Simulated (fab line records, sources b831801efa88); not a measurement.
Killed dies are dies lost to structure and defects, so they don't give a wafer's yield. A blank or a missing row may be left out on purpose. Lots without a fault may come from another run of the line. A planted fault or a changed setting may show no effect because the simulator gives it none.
Chamber matching | flow sky130 | SKY_VIA3_ETCH_15 on rie_diel-04: 4 sister chambers
The step etches SiO2 in C4F8/O2/Ar, stops on TiN, target depth 507 nm, time 78 s. 4 wafers are shown with their chamber, then 9 later ones without.

WAFERS WITH THEIR CHAMBER
wafer  | chamber | oes_product_au (a.u.)
L082.1 | 0       | 0.940
L083.4 | 1       | 0.949
L083.5 | 2       | 0.939
L083.6 | 3       | 0.942

WAFERS WITHOUT THEIR CHAMBER
wafer  | oes_product_au (a.u.)
L084.2 | 0.950
L084.5 | 0.951
L084.6 | 0.950
L093.2 | 0.937
L093.5 | 0.941
L093.6 | 0.940
L096.1 | 0.941
L096.3 | 0.943
L096.4 | 0.950

WHICH CHAMBER EACH WENT THROUGH
wafer  | from the rows above          | in truth
L084.2 | 1                            | 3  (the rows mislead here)
L084.5 | 1                            | 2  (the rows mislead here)
L084.6 | 1                            | 1
L093.2 | can't be placed: 2 or 0      | 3
L093.5 | can't be placed: 0 or 3 or 2 | 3
L093.6 | can't be placed: 0 or 2 or 3 | 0
L096.1 | can't be placed: 0 or 3 or 2 | 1
L096.3 | can't be placed: 3 or 0      | 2
L096.4 | 1                            | 1
Placed correctly: 2 of 9. Can't be placed from these rows: 5 (the true chamber is among the candidates in 2). Placed wrongly: 2.
How it was worked out, from the rows above alone: a wafer's distance from a chamber is the root of the sum, over the readings, of the square of ((its reading less the chamber's mean) divided by the reading's scatter). The wafer belongs to the nearest chamber; if the next one is less than 2 further off, it can't be placed. A chamber's mean is the mean of its shown wafers. The scatter: with one shown wafer a chamber, the root of the mean of the squares of how far each hidden wafer lies from its nearest shown one.
